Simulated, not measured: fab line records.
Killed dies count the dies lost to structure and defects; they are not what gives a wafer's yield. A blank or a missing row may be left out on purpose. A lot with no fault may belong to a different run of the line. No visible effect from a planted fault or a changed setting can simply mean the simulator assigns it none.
The tool behind it: which one? || flow sky130 || Sampling: 13 lots, 39 wafers, 3 of 708 route steps

WHAT THE GAUGES READ, wafer by wafer
SKY_LOCAL_INTERCONNECT_THK_MEAS_02: measures by xrf.
{"lot": "L342", "measured": "day 29 06:37", "on": "filmMetro-04", "LOCAL_INTERCONNECT_TIN_THK (nm)": "99.8 101.2 100.6"}
{"lot": "L344", "measured": "day 29 20:13", "on": "filmMetro-01", "LOCAL_INTERCONNECT_TIN_THK (nm)": "99.7 98.5 99.7"}
{"lot": "L345", "measured": "day 30 17:23", "on": "filmMetro-03", "LOCAL_INTERCONNECT_TIN_THK (nm)": "98.3 98.7 99.6"}
{"lot": "L347", "measured": "day 31 12:07", "on": "filmMetro-04", "LOCAL_INTERCONNECT_TIN_THK (nm)": "100.4 101.1 100.0"}
{"lot": "L350", "measured": "day 32 14:12", "on": "filmMetro-04", "LOCAL_INTERCONNECT_TIN_THK (nm)": "99.1 97.7 97.9"}
{"lot": "L351", "measured": "day 32 20:14", "on": "filmMetro-03", "LOCAL_INTERCONNECT_TIN_THK (nm)": "99.7 98.2 98.3"}
{"lot": "L355", "measured": "day 33 20:07", "on": "filmMetro-01", "LOCAL_INTERCONNECT_TIN_THK (nm)": "99.6 100.9 100.9"}
{"lot": "L358", "measured": "day 34 13:08", "on": "filmMetro-03", "LOCAL_INTERCONNECT_TIN_THK (nm)": "99.7 100.1 101.6"}
{"lot": "L359", "measured": "day 34 23:41", "on": "filmMetro-04", "LOCAL_INTERCONNECT_TIN_THK (nm)": "99.7 100.1 100.8"}
{"lot": "L360", "measured": "day 35 03:55", "on": "filmMetro-01", "LOCAL_INTERCONNECT_TIN_THK (nm)": "99.7 98.7 99.0"}
{"lot": "L363", "measured": "day 36 07:32", "on": "filmMetro-04", "LOCAL_INTERCONNECT_TIN_THK (nm)": "99.6 99.7 99.2"}
{"lot": "L364", "measured": "day 36 13:26", "on": "filmMetro-01", "LOCAL_INTERCONNECT_TIN_THK (nm)": "100.5 100.0 100.2"}
{"lot": "L365", "measured": "day 37 01:20", "on": "filmMetro-03", "LOCAL_INTERCONNECT_TIN_THK (nm)": "98.7 99.6 99.7"}

SKY_CONTACT_THK_MEAS_01.
{"lot": "L342", "measured": "day 30 10:40", "on": "filmMetro-03", "CONTACT_CVD_00_THK (nm)": "74.0 74.0 74.1"}
{"lot": "L344", "measured": "day 31 01:01", "on": "filmMetro-02", "CONTACT_CVD_00_THK (nm)": "73.4 73.6 74.6"}
{"lot": "L345", "measured": "day 31 21:01", "on": "filmMetro-03", "CONTACT_CVD_00_THK (nm)": "75.0 74.3 74.6"}
{"lot": "L347", "measured": "day 32 16:17", "on": "filmMetro-02", "CONTACT_CVD_00_THK (nm)": "74.8 75.1 75.6"}
{"lot": "L350", "measured": "day 33 17:53", "on": "filmMetro-02", "CONTACT_CVD_00_THK (nm)": "74.0 75.0 75.5"}
{"lot": "L351", "measured": "day 34 00:21", "on": "filmMetro-03", "CONTACT_CVD_00_THK (nm)": "73.7 74.9 76.0"}
{"lot": "L355", "measured": "day 34 23:20", "on": "filmMetro-03", "CONTACT_CVD_00_THK (nm)": "74.9 75.7 76.7"}
{"lot": "L358", "measured": "day 35 16:14", "on": "filmMetro-03", "CONTACT_CVD_00_THK (nm)": "74.1 73.9 75.3"}
{"lot": "L359", "measured": "day 36 02:53", "on": "filmMetro-01", "CONTACT_CVD_00_THK (nm)": "74.2 74.7 75.2"}
{"lot": "L360", "measured": "day 36 07:23", "on": "filmMetro-01", "CONTACT_CVD_00_THK (nm)": "73.7 74.0 74.6"}
{"lot": "L363", "measured": "day 37 09:39", "on": "filmMetro-02", "CONTACT_CVD_00_THK (nm)": "74.7 75.3 75.7"}
{"lot": "L364", "measured": "day 37 16:03", "on": "filmMetro-02", "CONTACT_CVD_00_THK (nm)": "74.8 75.9 74.5"}
{"lot": "L365", "measured": "day 38 03:56", "on": "filmMetro-03", "CONTACT_CVD_00_THK (nm)": "75.3 74.8 75.9"}

SKY_CONTACT_CD_MEAS_14: target cd 170 nm.
{"lot": "L342", "measured": "day 31 14:39", "on": "cdSem-02", "cdNm (nm)": "168.2 170.5 168.2"}
{"lot": "L344", "measured": "day 32 03:37", "on": "cdSem-02", "cdNm (nm)": "171.3 172.1 172.1"}
{"lot": "L345", "measured": "day 33 00:42", "on": "cdSem-02", "cdNm (nm)": "172.2 172.7 170.3"}
{"lot": "L347", "measured": "day 33 20:25", "on": "cdSem-01", "cdNm (nm)": "167.6 168.8 168.6"}
{"lot": "L350", "measured": "day 34 21:06", "on": "cdSem-02", "cdNm (nm)": "170.0 168.2 169.2"}
{"lot": "L351", "measured": "day 35 03:12", "on": "cdSem-01", "cdNm (nm)": "166.8 166.7 167.0"}
{"lot": "L355", "measured": "day 36 02:15", "on": "cdSem-01", "cdNm (nm)": "170.4 169.7 170.6"}
{"lot": "L358", "measured": "day 36 19:00", "on": "cdSem-01", "cdNm (nm)": "170.4 171.1 170.3"}
{"lot": "L359", "measured": "day 37 05:16", "on": "cdSem-01", "cdNm (nm)": "167.1 168.3 168.2"}
{"lot": "L360", "measured": "day 37 09:02", "on": "cdSem-02", "cdNm (nm)": "172.2 170.8 170.4"}
{"lot": "L363", "measured": "day 38 11:43", "on": "cdSem-02", "cdNm (nm)": "172.1 173.1 173.7"}
{"lot": "L364", "measured": "day 38 18:24", "on": "cdSem-01", "cdNm (nm)": "172.3 170.7 172.1"}
{"lot": "L365", "measured": "day 39 05:34", "on": "cdSem-01", "cdNm (nm)": "172.1 172.6 173.2"}

WHAT TOOL EACH LOT RAN ON (gives the tool, then ch and the chambers of the sampled wafers, and finally the start)
The record shows no process step preceding these readings.

WHAT THE TOOLS THEMSELVES READ (means of the sampled wafers that have a number; where no wafer has one, the mark that the record gives instead)
The record holds no such reading with a usual standard deviation.

THE ANSWER, worked out from the rows above alone
Rule: usual is defined by the lots themselves. The widest of any qualifying gaps counts: lots, ordered by their means at a reading, are off when they make up no more than a third of the lots, leave a main group of 4 or more, and stand apart from it by 3 or more times the standard deviation of that group's means. A main group is skipped when, at the precision printed for the reading in the tables above, its means are all equal. A lot without any number at a reading at which 4 lots or more have one is off too. Any other lot the step has rows for is counted as sound. The gauges are gone through in route order, then the tools' own readings, and for those a lot's mean is taken as printed above. At the first step where some lot is off, the reading lying furthest off is the one used; lots without a number count as furthest.
No lot is off on any of the readings shown, so nothing can be concluded from this.

WHAT THE SIMULATOR HAD PUT IN
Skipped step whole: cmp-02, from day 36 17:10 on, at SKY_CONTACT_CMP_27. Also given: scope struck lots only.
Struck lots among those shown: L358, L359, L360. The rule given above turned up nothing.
